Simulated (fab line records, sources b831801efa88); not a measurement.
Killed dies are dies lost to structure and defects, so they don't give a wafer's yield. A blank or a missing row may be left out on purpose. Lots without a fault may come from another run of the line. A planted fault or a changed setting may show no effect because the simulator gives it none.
Which tool did it? | flow sky130 | 11 lots, 33 wafers sampled, at 6 steps of a route of 708

WHAT THE GAUGES READ, wafer by wafer
SKY_VIA3_OVL_MEAS_13.
lot  | measured     | on         | VIA3_OVL (nm)
L881 | day 39 20:20 | overlay-02 | 10 7 17
L883 | day 40 09:43 | overlay-02 | -9 -4 -11
L884 | day 40 11:02 | overlay-01 | 14 14 5
L885 | day 41 00:32 | overlay-01 | -1 5 3
L892 | day 43 10:38 | overlay-01 | -13 -6 -7
L894 | day 43 13:02 | overlay-02 | 0 -1 7
L899 | day 44 20:59 | overlay-02 | -10 -6 -6
L900 | day 44 20:32 | overlay-02 | -12 -5 -1
L901 | day 45 02:53 | overlay-01 | -1 4 -1
L903 | day 45 18:32 | overlay-01 | 3 0 -4
L904 | day 45 21:38 | overlay-01 | 3 -2 4

SKY_VIA4_RS_MEAS_19: measures by four-point-probe.
lot  | measured     | on            | VIA4_W_RS (ohm/sq)
L881 | day 42 22:26 | film_metro-03 | 0.2279 0.2249 0.2258
L883 | day 43 13:07 | film_metro-03 | 0.2224 0.2249 0.2244
L884 | day 43 15:58 | film_metro-01 | 57.773 59.586 58.278
L885 | day 44 01:23 | film_metro-01 | 56.687 57.198 56.341
L892 | day 46 08:14 | film_metro-02 | 0.2276 0.2328 0.2273
L894 | day 46 11:55 | film_metro-01 | 0.2223 0.2262 0.2276
L899 | day 47 15:13 | film_metro-03 | 0.2313 0.2311 0.2281
L900 | day 47 15:01 | film_metro-03 | 0.2261 0.2223 0.2227
L901 | day 47 20:02 | film_metro-03 | 0.2261 0.2261 0.2291
L903 | day 48 12:03 | film_metro-02 | 0.2258 0.2234 0.2249
L904 | day 48 13:58 | film_metro-03 | 0.2231 0.2222 0.2207

SKY_VIA4_THK_MEAS_20: measures by xrf.
lot  | measured     | on            | VIA4_W_THK (nm)
L881 | day 42 22:33 | film_metro-03 | 483 488 485
L883 | day 43 13:14 | film_metro-03 | 501 495 495
L884 | day 43 16:05 | film_metro-01 | - - -
L885 | day 44 01:30 | film_metro-01 | <0 - <0
L892 | day 46 08:21 | film_metro-02 | 495 484 496
L894 | day 46 12:02 | film_metro-01 | 510 498 497
L899 | day 47 15:18 | film_metro-03 | 476 477 485
L900 | day 47 15:07 | film_metro-03 | 489 496 497
L901 | day 47 20:10 | film_metro-03 | 489 488 481
L903 | day 48 12:10 | film_metro-02 | 491 499 496
L904 | day 48 14:05 | film_metro-03 | 494 494 503

WHICH TOOL RAN EACH LOT (tool, then ch and the chambers of the sampled wafers, then the start)
lot  | SKY_METAL3_SPUTTER_00        | SKY_METAL3_SPUTTER_04        | SKY_VIA4_CVD_18
L881 | pvd_sputter-01, day 36 12:47 | pvd_sputter-01, day 36 12:53 | cvd_w-02 ch 0,1, day 42 22:16
L883 | pvd_sputter-01, day 37 03:21 | pvd_sputter-01, day 37 03:27 | cvd_w-02 ch 0,1, day 43 12:58
L884 | pvd_sputter-01, day 37 05:48 | pvd_sputter-01, day 37 05:55 | cvd_w-02 ch 0,1, day 43 15:49
L885 | pvd_sputter-01, day 37 19:22 | pvd_sputter-01, day 37 19:28 | cvd_w-01 ch 0,1, day 44 01:13
L892 | pvd_sputter-04, day 40 08:25 | pvd_sputter-04, day 40 08:31 | cvd_w-01 ch 0,1, day 46 08:04
L894 | pvd_sputter-01, day 40 11:22 | pvd_sputter-01, day 40 11:29 | cvd_w-01 ch 0,1, day 46 11:46
L899 | pvd_sputter-04, day 41 20:52 | pvd_sputter-04, day 41 20:58 | cvd_w-01 ch 0,1, day 47 15:02
L900 | pvd_sputter-02, day 41 21:20 | pvd_sputter-02, day 41 21:26 | cvd_w-02 ch 0,1, day 47 14:50
L901 | pvd_sputter-04, day 42 04:37 | pvd_sputter-04, day 42 04:43 | cvd_w-01 ch 0,1, day 47 19:53
L903 | pvd_sputter-04, day 42 20:02 | pvd_sputter-04, day 42 20:08 | cvd_w-02 ch 1, day 48 11:52
L904 | pvd_sputter-04, day 43 01:49 | pvd_sputter-04, day 43 01:55 | cvd_w-02 ch 0, day 48 13:49
- SKY_METAL3_SPUTTER_00: material Ti, target thk 15 nm, time 10 s.
- SKY_METAL3_SPUTTER_04: material TiN, target thk 70 nm, time 58.3 s.
- SKY_VIA4_CVD_18: deposits W, target thk 505 nm, time 152.14 s.

WHAT THE TOOLS THEMSELVES READ (means of the sampled wafers that have a number; where no wafer has one, the mark that the record gives instead)
SKY_METAL3_SPUTTER_00.
lot  | tool           | throttle_valve_pct (%)
L881 | pvd_sputter-01 | 30.5
L883 | pvd_sputter-01 | 30.4
L884 | pvd_sputter-01 | 29.5
L885 | pvd_sputter-01 | 30.3
L892 | pvd_sputter-04 | 29.1
L894 | pvd_sputter-01 | 31.1
L899 | pvd_sputter-04 | 29.5
L900 | pvd_sputter-02 | 30.4
L901 | pvd_sputter-04 | 29.4
L903 | pvd_sputter-04 | 29.6
L904 | pvd_sputter-04 | 29.9

SKY_METAL3_SPUTTER_04.
lot  | tool           | throttle_valve_pct (%)
L881 | pvd_sputter-01 | 30.5
L883 | pvd_sputter-01 | 30.3
L884 | pvd_sputter-01 | 29.4
L885 | pvd_sputter-01 | 30.3
L892 | pvd_sputter-04 | 29.4
L894 | pvd_sputter-01 | 31.1
L899 | pvd_sputter-04 | 29.5
L900 | pvd_sputter-02 | 30.3
L901 | pvd_sputter-04 | 29.5
L903 | pvd_sputter-04 | 29.4
L904 | pvd_sputter-04 | 29.9

SKY_VIA4_CVD_18.
lot  | tool     | chamber_pressure_Torr (Torr) | heater_power_outer_w (W) | heater_power_w (W) | susceptor_temp_C (C)
L881 | cvd_w-02 | 40.05                        | 503                      | 831                | 399.93
L883 | cvd_w-02 | 40.12                        | 505                      | 864                | 400.11
L884 | cvd_w-02 | -                            | -                        | -                  | -
L885 | cvd_w-01 | -                            | -                        | -                  | -
L892 | cvd_w-01 | 40.00                        | 522                      | 837                | 399.83
L894 | cvd_w-01 | 40.08                        | 474                      | 790                | 399.79
L899 | cvd_w-01 | 40.00                        | 521                      | 844                | 400.10
L900 | cvd_w-02 | 39.93                        | 509                      | 837                | 399.88
L901 | cvd_w-01 | 40.02                        | 518                      | 856                | 400.05
L903 | cvd_w-02 | 39.88                        | 498                      | 817                | 400.19
L904 | cvd_w-02 | 39.98                        | 513                      | 895                | 399.66

THE ANSWER, worked out from the rows above alone
Rule: what is usual is taken from the lots themselves. Put in order of their means at a reading, lots are off if they are a third of the lots or fewer, leave a main group of 4 or more, and stand apart from it by a gap of 3 or more times the standard deviation of the main group's means; of several such gaps the widest counts. A main group whose means are all the same, to the digits that the tables above print for the reading, isn't used. A lot without any number at a reading at which 4 lots or more have one is off too. The other lots that the step has rows for count as sound. The gauges are gone through in route order, then the tools' own readings, and for those a lot's mean is taken as printed above. The first step at which some lot is off is used, and at that step the reading that is off furthest; a lot without a number counts as furthest.
Off: L884, L885, at SKY_VIA4_RS_MEAS_19 (VIA4_W_RS). The main group: mean 0.2258 ohm/sq, standard deviation 0.0025.
A tool fits if, at a process step before that reading, it ran every lot that is off, and no sound lot after the first of them. The gauges at SKY_VIA4_RS_MEAS_19 aren't tried: what is off there is off at SKY_VIA4_CVD_18 too, on other tools, and a gauge's error can't cause that. None of those tried fits.

WHAT THE SIMULATOR HAD PUT IN
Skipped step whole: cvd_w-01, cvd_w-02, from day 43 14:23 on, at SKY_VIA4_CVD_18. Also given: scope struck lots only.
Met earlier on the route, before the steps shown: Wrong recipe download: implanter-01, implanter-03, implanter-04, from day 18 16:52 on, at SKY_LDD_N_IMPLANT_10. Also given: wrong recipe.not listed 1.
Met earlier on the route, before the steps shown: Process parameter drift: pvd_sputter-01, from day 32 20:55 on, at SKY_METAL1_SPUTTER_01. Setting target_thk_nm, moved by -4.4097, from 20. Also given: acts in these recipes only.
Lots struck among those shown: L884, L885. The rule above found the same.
